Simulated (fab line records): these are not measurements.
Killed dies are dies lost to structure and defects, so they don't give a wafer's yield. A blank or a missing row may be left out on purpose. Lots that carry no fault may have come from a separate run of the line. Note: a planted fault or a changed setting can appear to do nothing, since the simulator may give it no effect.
fab line records	flow sky130
[record] lots = 7	wafers = 21	last_day = 50
route steps=708 shown LDD_HVP@281 LDD_LDN@289 PAD_OPEN@708
lots untouched by any fault: they come from a run of this same line in which no faults occurred
start_h: the number of hours between the record's first day and the start of the first shown wafer of the lot	wait_h: hours from the lot's prior step to this one	" repeats the value in the row above	L1.1+2: several wafers, shown together as one row	- no value present, or no start provided	* or withheld: withheld	< > ~ a bound
route shown NAME@n: a module of which the file shows steps, and the number in the route of the first	usual: mean/standard deviation of fault-free wafers	same: alike in all rows	chamber/n: place in a boat	sites: each site's reading	_std_site: standard deviation across them	_edge_site: inner sites' mean taken away from outer sites' mean	radius_mm: for every site, how far away it sits from the centre of the wafer	mask NAME#n: copy n	behind: the tool/chamber that last shaped the wafer	hold: why the lot was held/for how many hours/how that ended	device: whichever transistor did not switch (one of n, p or np)	end of line: the tests these same wafers got at the end of their route	where a step has no rows: the recipe by itself	killed: not the wafer's yield, but the dies lost to structure and defects at the first sort	map: a wafer's dies, x killed, . not, _ none there
set.NAME: the run value of the setting; set.NAME@STEP: its run value at that earlier step	model.NAME: the simulator's own value behind a step, which no gauge read
lots at selected steps of the route; one table per step, one row per wafer
services: a tool's chamber out of use, with start hour (start_h, from the record's first day; less than 0 if before it), hours out, and reason
[[steps]]
[step SKY_LDD_HVP_SOFTBAKE_03]
[recipe] temp_c = 90	time_s = 60	resist = NOVOLAK
[step SKY_LDD_HVP_EXPOSE_04]
[recipe] mask_id = HVPTM	na = 0.6	source_shape = conventional	sigma_outer = 0.6	polarization = unpolarized	target_cd_nm = 700	dose_mj = 86
[step SKY_LDD_HVP_PEB_05]
[recipe] temp_c = withheld	time_s = *	resist = NOVOLAK
[step SKY_LDD_HVP_DEVELOP_06]
[recipe] resist = NOVOLAK	developer = TMAH	develop_time_s = 60	dev_temp_c = 23
[step SKY_LDD_HVP_OVL_MEAS_07]
[usual] LDD_HVP_OVL = 1.8/1.5
lot.wafer	tool	chamber	start_h	wait_h	LDD_HVP_OVL[nm]
L239.1	overlay-01	-	568.89	0.1	2.6
L239.4	"	-	"	"	2.0
L239.5	"	-	"	"	1.8
L240.1	overlay-02	-	577.91	0.1	1.4
L240.2	"	-	"	"	2.1
L240.6	"	-	"	"	0.0
L242.1	overlay-01	-	595.79	0.1	1.3
L242.4	"	-	"	"	0.4
L242.5	"	-	"	"	0.8
L248.3	overlay-01	-	641.55	0.1	0.0
L248.5	"	-	"	"	-0.4
L248.6	"	-	"	"	0.6
L250.1	overlay-02	-	655.79	0.1	0.2
L250.2	"	-	"	"	0.0
L250.6	"	-	"	"	0.9
L251.1	overlay-01	-	659.19	0.1	2.2
L251.2	"	-	"	"	1.9
L251.6	"	-	"	"	3.7
L252.3	overlay-01	-	667.65	0.1	1.8
L252.4	"	-	"	"	4.0
L252.6	"	-	"	"	0.8
[step SKY_LDD_HVP_IMPLANT_08]
[recipe] species = B	energy_kev = 20	dose_cm2 = 1.7e+13	tilt_deg = 17.9
[step SKY_LDD_HVP_STRIP_09]
[recipe] chemistry = O2/N2	power_w = 1400	pressure_mtorr = 1500	platen_temp_c = withheld	o2_flow_sccm = 3000	n2_flow_sccm = 300	overash_fraction = 0.5
[usual] drypump_motor_current_A = 5.8/0.49	oes_product_au = 0.408/0.0046	strip_time_to_endpoint_s = 4.133/0.012
lot.wafer	tool	chamber	start_h	wait_h	drypump_motor_current_A	oes_product_au	rf_hours_counter_h	strip_time_to_endpoint_s
L239.1	plasma_asher-04	1	569.08	0.1	5.9	0.406	14	4.150
L239.4	"	1	"	"	5.9	0.409	-	4.131
L239.5	"	0	"	"	5.2	0.408	-	4.144
L240.1	plasma_asher-04	0	578.10	0.1	5.2	0.408	15	4.135
L240.2	"	1	"	"	5.9	0.404	15	4.116
L240.6	"	1	"	"	5.9	0.403	-	4.129
L242.1	plasma_asher-01	1	595.98	0.1	6.7	0.409	78	4.153
L242.4	"	1	"	"	6.7	0.402	-	4.160
L242.5	"	1	"	"	6.7	0.413	-	4.164
L248.3	plasma_asher-02	1	641.76	0.1	5.7	0.409	-	4.122
L248.5	"	1	"	"	5.8	0.409	-	4.130
L248.6	"	0	"	"	6.0	0.412	-	4.131
L250.1	plasma_asher-01	0	655.98	0.1	5.8	0.409	84	4.140
L250.2	"	1	"	"	6.7	0.397	84	4.143
L250.6	"	0	"	"	5.8	0.409	-	4.114
L251.1	plasma_asher-04	1	659.38	0.1	5.9	0.410	23	4.156
L251.2	"	0	"	"	5.2	0.402	23	4.116
L251.6	"	0	"	"	5.2	0.402	-	4.125
L252.3	plasma_asher-04	0	667.86	0.1	5.2	0.408	-	4.125
L252.4	"	1	"	"	5.9	0.405	-	4.129
L252.6	"	1	"	"	5.9	0.415	-	4.124
[step SKY_LDD_HVP_TW_MEAS_10]
[usual] LDD_HVP_TW = 458/3.1
lot.wafer	tool	chamber	start_h	wait_h	LDD_HVP_TW
L239.1	film_metro-03	-	569.18	0.1	456
L239.4	"	-	"	"	455
L239.5	"	-	"	"	456
L240.1	film_metro-03	-	578.20	0.1	455
L240.2	"	-	"	"	457
L240.6	"	-	"	"	458
L242.1	film_metro-02	-	596.08	0.1	461
L242.4	"	-	"	"	463
L242.5	"	-	"	"	461
L248.3	film_metro-02	-	641.85	0.1	461
L248.5	"	-	"	"	462
L248.6	"	-	"	"	462
L250.1	film_metro-02	-	656.08	0.1	463
L250.2	"	-	"	"	463
L250.6	"	-	"	"	463
L251.1	film_metro-03	-	659.48	0.1	453
L251.2	"	-	"	"	455
L251.6	"	-	"	"	455
L252.3	film_metro-04	-	667.95	0.1	456
L252.4	"	-	"	"	455
L252.6	"	-	"	"	457
[step SKY_LDD_LDN_DEHYDRATE_00]
[recipe] temp_c = 200	time_s = 60
[step SKY_LDD_LDN_HMDS_01]
[recipe] prime_time_s = 60	prime_temp_c = 120
[step SKY_LDD_LDN_COAT_02]
[recipe] resist = NOVOLAK	spin_rpm = 3000	resist_thk_nm = 1140
[step SKY_LDD_LDN_SOFTBAKE_03]
[recipe] temp_c = 90	time_s = 60	resist = NOVOLAK
[step SKY_LDD_LDN_EXPOSE_04]
[recipe] mask_id = LDNTM	na = 0.6	source_shape = conventional	sigma_outer = 0.6	polarization = unpolarized	target_cd_nm = 700	dose_mj = 140
[same] sigma_outer = 0.6
lot.wafer	tool	chamber	start_h	wait_h	mask	model.LDD_LDN.overlay_x_nm
L239.1+4+5	iline_stepper-01	0	584.04	-	LDNTM#0	-0.9406
L240.1+2+6	iline_stepper-01	0	591.81	-	LDNTM#0	0.5139
L242.1+4+5	iline_stepper-02	0	610.62	-	LDNTM#0	0.8824
L248.3+5+6	iline_stepper-01	0	655.98	-	LDNTM#0	0.3101
L250.1+2+6	iline_stepper-01	0	670.29	-	LDNTM#0	-52.07
L251.1+2+6	iline_stepper-01	0	673.81	-	LDNTM#0	-51.74
L252.3+4+6	iline_stepper-01	0	681.68	-	LDNTM#0	-52.83
[step SKY_LDD_LDN_PEB_05]
[recipe] temp_c = withheld	time_s = *	resist = NOVOLAK
[step SKY_LDD_LDN_DEVELOP_06]
[recipe] resist = NOVOLAK	developer = TMAH	develop_time_s = 60	dev_temp_c = 23
[step SKY_LDD_LDN_OVL_MEAS_07]
[usual] LDD_LDN_OVL = -0.5/1.4
lot.wafer	tool	chamber	start_h	wait_h	LDD_LDN_OVL[nm]
L239.1	overlay-02	-	598.29	0.1	-1.2
L239.4	"	-	"	"	-2.4
L239.5	"	-	"	"	-0.3
L240.1	overlay-02	-	606.41	0.1	-1.2
L240.2	"	-	"	"	-2.2
L240.6	"	-	"	"	-0.2
L242.1	overlay-02	-	625.11	0.1	1.1
L242.4	"	-	"	"	0.0
L242.5	"	-	"	"	-0.6
L248.3	overlay-02	-	669.40	0.1	1.5
L248.5	"	-	"	"	0.2
L248.6	"	-	"	"	-1.7
L250.1	overlay-02	-	683.64	0.1	-51.4
L250.2	"	-	"	"	-50.6
L250.6	"	-	"	"	-51.7
L251.1	overlay-02	-	686.81	0.1	-50.1
L251.2	"	-	"	"	-50.1
L251.6	"	-	"	"	-50.8
L252.3	overlay-02	-	695.90	0.1	-50.2
L252.4	"	-	"	"	-50.4
L252.6	"	-	"	"	-50.1
[step SKY_LDD_LDN_IMPLANT_08]
[recipe] species = As	energy_kev = 15	dose_cm2 = 1.25e+13	tilt_deg = withheld	rotation_deg = 23
[step SKY_PAD_OPEN_PROBE_99]
[usual] killed_at_M0_to_M3 = 44/7.1	killed_at_M4_up = 3.5/2	killed_at_contacts = 24/5.3	killed_at_front_end = 15/4.8	killed_at_other = 0.1/0.35	killed_dies = 86/9.3	killed_on_rim = 17/4	killed_open = 47/7.8	killed_short = 39/5.9
[same] gross_dies = 492	killed_at_back_side = 0
lot.wafer	tool	chamber	start_h	wait_h	killed_at_M0_to_M3	killed_at_M4_up	killed_at_contacts	killed_at_front_end	killed_at_other	killed_dies	killed_on_rim	killed_open	killed_short
L240.1	prober-01	-	1130.36	0.1	29	11	21	11	0	72	13	39	33
L240.2	prober-01	-	1130.41	0.1	57	3	17	13	0	90	21	49	41
L240.6	prober-01	-	1130.61	0.2	41	6	19	11	0	77	14	35	42
L242.1	prober-02	-	1143.35	0.1	48	1	31	8	0	88	21	57	31
L242.4	prober-02	-	1143.50	0.2	38	2	20	13	0	73	16	37	36
L242.5	prober-02	-	1143.55	0.2	48	6	30	5	0	89	17	48	41
L250.1	prober-01	-	1179.76	0.1	62	3	26	19	0	110	19	67	43
L250.2	prober-01	-	1179.81	0.1	43	0	22	13	0	78	12	43	35
L250.6	prober-01	-	1180.01	0.2	51	3	33	10	0	97	19	52	45
L251.1	prober-02	-	1182.67	0.1	55	7	25	16	0	103	22	60	43
L251.2	prober-02	-	1182.72	0.1	44	5	25	16	0	90	21	41	49
L251.6	prober-02	-	1182.92	0.2	32	7	12	24	0	75	14	33	42
// killed by level:class
L240.1 METAL4:geometric_particle:short=9 CONTACT:geometric_particle:open=8 VIA1:geometric_particle:open=8 VIA2:geometric_particle:open=7 CONTACT:geometric_particle:short=5 LI_CONTACT:geometric_particle:open=4 FIELD_ISO:geometric_particle:short=3 POLY_GATE:geometric_particle:open=3
L240.2 VIA1:geometric_particle:open=10 VIA1:geometric_particle:short=8 VIA3:geometric_particle:open=8 VIA2:geometric_particle:open=8 METAL2:geometric_particle:short=7 LI_CONTACT:geometric_particle:open=6 CONTACT:geometric_particle:open=6 METAL3:geometric_particle:short=5
L240.6 METAL2:geometric_particle:short=12 VIA1:geometric_particle:open=10 FIELD_ISO:geometric_particle:open=5 LOCAL_INTERCONNECT:geometric_particle:short=5 METAL4:geometric_particle:short=5 METAL1:geometric_particle:short=4 CONTACT:geometric_particle:open=4 VIA2:geometric_particle:open=4
L242.1 CONTACT:geometric_particle:open=19 VIA1:geometric_particle:open=9 VIA2:geometric_particle:short=7 VIA3:geometric_particle:open=7 METAL1:geometric_particle:short=6 LI_CONTACT:geometric_particle:open=4 METAL2:geometric_particle:short=4 METAL2:geometric_particle:open=4
L242.4 CONTACT:geometric_particle:open=8 VIA1:geometric_particle:short=8 VIA1:geometric_particle:open=8 LI_CONTACT:geometric_particle:open=6 METAL1:geometric_particle:short=5 FIELD_ISO:geometric_particle:short=4 FIELD_ISO:geometric_particle:open=3 LOCAL_INTERCONNECT:geometric_particle:short=3
L242.5 CONTACT:geometric_particle:open=14 VIA1:geometric_particle:open=11 CONTACT:geometric_particle:short=7 VIA1:geometric_particle:short=7 VIA3:geometric_particle:open=7 METAL2:geometric_particle:short=6 LI_CONTACT:geometric_particle:short=4 VIA3:geometric_particle:short=4
L250.1 VIA1:geometric_particle:open=15 CONTACT:geometric_particle:open=12 VIA2:geometric_particle:open=11 VIA3:geometric_particle:open=8 VIA1:geometric_particle:short=7 LOCAL_INTERCONNECT:geometric_particle:short=6 LI_CONTACT:geometric_particle:open=5 METAL2:geometric_particle:short=5
L250.2 VIA1:geometric_particle:open=13 CONTACT:geometric_particle:open=11 METAL2:geometric_particle:short=7 FIELD_ISO:geometric_particle:short=5 VIA2:geometric_particle:open=4 FIELD_ISO:geometric_particle:open=3 LOCAL_INTERCONNECT:geometric_particle:short=3 CONTACT:geometric_particle:short=3
L250.6 VIA1:geometric_particle:open=11 CONTACT:geometric_particle:short=10 CONTACT:geometric_particle:open=8 LI_CONTACT:geometric_particle:open=7 VIA1:geometric_particle:short=7 VIA2:geometric_particle:open=7 METAL2:geometric_particle:short=6 POLY_GATE:geometric_particle:open=5
L251.1 VIA1:geometric_particle:open=14 CONTACT:geometric_particle:open=12 METAL1:geometric_particle:short=6 VIA2:geometric_particle:open=6 VIA3:geometric_particle:open=6 LI_CONTACT:geometric_particle:open=5 VIA1:geometric_particle:short=5 METAL3:geometric_particle:short=5
L251.2 METAL2:geometric_particle:short=10 LI_CONTACT:geometric_particle:open=9 METAL1:geometric_particle:short=6 CONTACT:geometric_particle:open=6 VIA1:geometric_particle:open=6 LOCAL_INTERCONNECT:geometric_particle:short=5 VIA2:geometric_particle:short=5 VIA3:geometric_particle:open=5
L251.6 FIELD_ISO:geometric_particle:open=8 VIA1:geometric_particle:open=7 FIELD_ISO:geometric_particle:short=6 METAL4:geometric_particle:short=6 METAL1:geometric_particle:short=5 METAL2:geometric_particle:short=5 POLY_GATE:geometric_particle:open=4 LI_CONTACT:geometric_particle:open=3
[[services]]
tool	chamber	start_h	hours	kind
plasma_asher-01	-	579.19	2.9	repair
iline_stepper-01	-	579.82	1.7	pm
iline_stepper-01	-	612.98	4.4	pm
iline_stepper-02	-	673.51	18.8	repair
[[key]]
[first_sign] step = SKY_LDD_LDN_OVL_MEAS_07	reading = LDD_LDN_OVL	direction = down	sigmas = 37	usual = -0.5	struck = -50.6
effect none on later readings
[model_effect] step = SKY_LDD_LDN_EXPOSE_04	value = LDD_LDN.overlay_x_nm	without = -3.327	struck = -52.21
met_at SKY_LDD_LDN_EXPOSE_04
struck_wafers L250.1,L250.2,L250.6,L251.1,L251.2,L251.6,L252.3,L252.4,L252.6
tester_left_out L250,L251,L252
onset_between 655.98 670.29
also_fits time
[fault] kind = scanner_matching_overlay	tool = iline_stepper-01	chamber = -	onset_h = 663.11	steps = SKY_LDD_LDN_EXPOSE_04	offset = -48.885
// tester_left_out: of these lots the tester's yield and bins aren't shown, on N5 and GAA mostly nor the transistor test; their killed dies are dies lost to structure and defects alone, not to doping, threshold or leakage, so they don't give the yield
